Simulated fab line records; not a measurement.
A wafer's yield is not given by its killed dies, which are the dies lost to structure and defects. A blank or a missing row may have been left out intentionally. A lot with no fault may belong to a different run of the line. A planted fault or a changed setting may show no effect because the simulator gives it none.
A struck lot beside a sound one :: flow sfq-line :: 42 out of 325 route steps
Sound: wafers L750.1, L750.3, L750.6. The struck wafers were L756.3, L756.4, L756.5. At the end, the cause is stated.
For every step that has rows: the tool of each side, followed by ch and its chambers, followed by its first start. Under that, the readings that differ: sound wafers :: struck wafers :: difference of the means :: sigmas: that difference in standard deviations of wafers without a fault.
alike: readings whose means differ by less than 2 such deviations, and words and numbers that are the same on both sides. not compared: withheld readings, readings that some wafer has no value for, bounds like >300 that may hide the same value, and numbers for which the record gives no deviation and whose values overlap.
The two part at a step that has a row with sigmas, a row that says differs or no value, or rows on one side only. Non-overlapping numbers with no deviation appear without sigmas and do not part them. A reading missing from all wafers of one side parts the sides only when that side holds two or more wafers.

first, 4 steps without rows for these wafers: SFQ_TRILAYER_I4_VIA_STRIP_STRIP_107 (strips in O2); SFQ_TRILAYER_I4_VIA_STRIP_SOLV_CLEAN_108 (cleans in NMP, time 600 s); SFQ_TRILAYER_JJ_TRILAYER_DEP_PRE_CLEAN_113 (time 22.5 s); SFQ_TRILAYER_JJ_TRILAYER_DEP_SPUTTER_109 (material Nb, target thk 150 nm, time 100 s).
SFQ_TRILAYER_JJ_TRILAYER_DEP_SPUTTER_110: material Al, target thk 8 nm, time 10.16 s.
  sound: pvd-sputter-06 at day 45 17:59; struck: pvd-sputter-04 at day 49 22:21
  alike: chamber-pressure-pa, throttle-valve-pct
then, 1 step without rows for these wafers: SFQ_TRILAYER_JJ_TRILAYER_DEP_AL_OXIDATION_111 (oxidation time 600 s).
SFQ_TRILAYER_JJ_TRILAYER_DEP_SPUTTER_112: material Nb, target thk 170 nm, time 113.3 s.
  sound: pvd-sputter-06 at day 45 19:00; struck: pvd-sputter-04 at day 49 23:23
  alike: chamber-pressure-pa, throttle-valve-pct
SFQ_JJ_RS_MEAS_929: a four-point-probe measurement.
  sound: film-metro-03 at day 45 19:05; struck: film-metro-03 at day 49 23:30
reading: JJ_NB_RS (ohm/sq)
sound: 1.065 1.056 1.064
struck: 1.031 1.028 1.026
difference: -0.033
sigmas: -3
then, 3 steps without rows for these wafers: SFQ_TRILAYER_JJ_CE_LITHO_COAT_119 (resist thk 62 nm); SFQ_TRILAYER_JJ_CE_LITHO_COAT_114 (resist thk 600 nm); SFQ_TRILAYER_JJ_CE_LITHO_SOFTBAKE_118.
-- the record jumps here: 5 days lie between the struck wafers' starts before and after --
SFQ_TRILAYER_JJ_CE_LITHO_EXPOSE_115: exposes mask J5, target cd 700 nm.
  sound on krf-scanner-01 ch 0, day 45 20:01; struck on krf-scanner-01 ch 0, day 55 05:11
  alike: mask
then, 2 steps without rows for these wafers: SFQ_TRILAYER_JJ_CE_LITHO_PEB_117 (peb time 60 s); SFQ_TRILAYER_JJ_CE_LITHO_DEVELOP_116 (time 60 s).
SFQ_JJ_OVL_MEAS_931:
  sound: overlay-02 at day 45 21:31; struck: overlay-01 at day 55 06:18
  alike: J5_OVL
SFQ_TRILAYER_JJ_CE_METRO_MEASURE_117:
  sound: cd-sem-02 at day 45 21:33; struck: cd-sem-02 at day 55 06:44
reading: cd-nm (nm)
sound: 701.2 700.4 700.6
struck: 688.1 693.0 689.9
difference: -10.4
sigmas: -7
SFQ_TRILAYER_JJ_CE_BARC_OPEN_RIE_150: chemistry O2, target BARC, target depth 240 nm, time 80 s.
  sound on rie-metal-04 ch 0,1, day 45 22:45; struck on rie-metal-02 ch 0,1, day 55 07:34
reading: model.JJ.cd-nm (nm)
sound: 700.6 699.1 699.3
struck: 686.9 691.9 688.1
difference: -10.7
sigmas: 
  alike: drypump-motor-current-A, oes-product-au
  not compared: rf-hours-counter-h
SFQ_TRILAYER_JJ_CE_ETCH_RIE_118: chemistry SF6, target Nb, stops on Al2O3, time 97.7 s, target depth 170 nm.
  sound on rie-metal-04 ch 0,1, day 45 22:50; struck on rie-metal-02 ch 0,1, day 55 07:40
reading: model.JJ.cd-nm (nm)
sound: 700.9 699.4 699.4
struck: 687.4 691.9 689.4
difference: -10.3
sigmas: 
  alike: drypump-motor-current-A, oes-product-au
  not compared: rf-hours-counter-h
next, for these wafers, 1 step has no rows: SFQ_TRILAYER_JJ_ANODIZE_ANODIZE_119.
SFQ_TRILAYER_JJ_CE_STRIP_STRIP_120: strips in O2.
  sound on rie-metal-01 ch 1, day 45 23:26; struck on rie-metal-01 ch 0,1, day 55 08:28
  alike: drypump-motor-current-A, oes-product-au
  not compared: rf-hours-counter-h
then, 7 steps without rows for these wafers: SFQ_TRILAYER_JJ_CE_STRIP_SOLV_CLEAN_121 (cleans in NMP, time 600 s); SFQ_TRILAYER_M5_LITHO_COAT_128 (resist thk 62 nm); SFQ_TRILAYER_M5_LITHO_COAT_123 (resist thk 600 nm); SFQ_TRILAYER_M5_LITHO_SOFTBAKE_127; SFQ_TRILAYER_M5_LITHO_EXPOSE_124 (exposes mask M5, target cd 700 nm); SFQ_TRILAYER_M5_LITHO_PEB_126 (peb time 60 s); SFQ_TRILAYER_M5_LITHO_DEVELOP_125 (time 60 s).
-- the record jumps here: 5 days lie between the struck wafers' starts before and after --
SFQ_M5_OVL_MEAS_932:
  sound: overlay-01 at day 46 02:29; struck: overlay-02 at day 60 09:57
  alike: M5_OVL
then, 1 step without rows for these wafers: SFQ_TRILAYER_M5_BARC_OPEN_METAL_ETCH_161 (etches BARC in O2, target depth 125 nm, time 41.7 s).
SFQ_TRILAYER_M5_ETCH_METAL_ETCH_126: etches Nb in Cl2/BCl3, stops on SiO2, time 203.2 s, target depth 265 nm.
  sound on rie-metal-02 ch 0,1, day 46 02:35; struck on rie-metal-02 ch 0,1, day 60 10:06
  alike: drypump-motor-current-A, oes-product-au
  not compared: rf-hours-counter-h
then, 4 steps without rows for these wafers: SFQ_TRILAYER_M5_STRIP_STRIP_127 (strips in O2); SFQ_TRILAYER_M5_STRIP_SOLV_CLEAN_128 (cleans in NMP, time 600 s); SFQ_TRILAYER_A5B_DEP_PECVD_129 (deposits SiO2 from SiH4/N2O, time 133.33 s, target thk 600 nm); SFQ_TRILAYER_A5B_CMP_CMP_130 (polishes, stops on Nb, target thk 340.7 nm).
SFQ_TRILAYER_A5B_METRO_MEASURE_131:
  sound: film-metro-03 at day 46 20:02; struck: film-metro-04 at day 60 14:31
  alike: thk-nm
then, 3 steps without rows for these wafers: SFQ_TRILAYER_R5_DEP_SPUTTER_132 (material Ti, target thk 5 nm, time 5 s); SFQ_TRILAYER_R5_DEP_SPUTTER_133 (material MoNx, target thk 40 nm, time 66.7 s); SFQ_TRILAYER_R5_DEP_SPUTTER_134 (material Ti, target thk 5 nm, time 5 s).
SFQ_R5_RS_MEAS_933: a four-point-probe measurement.
  sound: film-metro-04 at day 46 21:19; struck: film-metro-03 at day 60 15:27
  alike: R5_MONX_RS
SFQ_R5_THK_MEAS_934: measures by xrf.
  sound: film-metro-04 at day 46 21:26; struck: film-metro-03 at day 60 15:33
  alike: R5_MONX_THK
then, 1 step without rows for these wafers: SFQ_TRILAYER_R5_LITHO_COAT_141 (resist thk 62 nm).
-- the record jumps here: 22 days lie between the struck wafers' starts before and after --
SFQ_M8_BOW_MEAS_951:
  sound: film-metro-02 at day 79 04:16; struck: film-metro-04 at day 82 04:05
reading: M8_BOW (um)
sound: 20 16 17
struck: -11 -20 -19
difference: -34
sigmas: -3

reading: model.etest.jj.g-times
sound: 1.003 0.9986 0.9985
struck: 0.9645 0.9773 0.9703
difference: -0.0293
sigmas: 

WHERE THEY PART
First at SFQ_JJ_RS_MEAS_929; last, within this record, at SFQ_M8_BOW_MEAS_951.

WHY: whatever the simulator had introduced
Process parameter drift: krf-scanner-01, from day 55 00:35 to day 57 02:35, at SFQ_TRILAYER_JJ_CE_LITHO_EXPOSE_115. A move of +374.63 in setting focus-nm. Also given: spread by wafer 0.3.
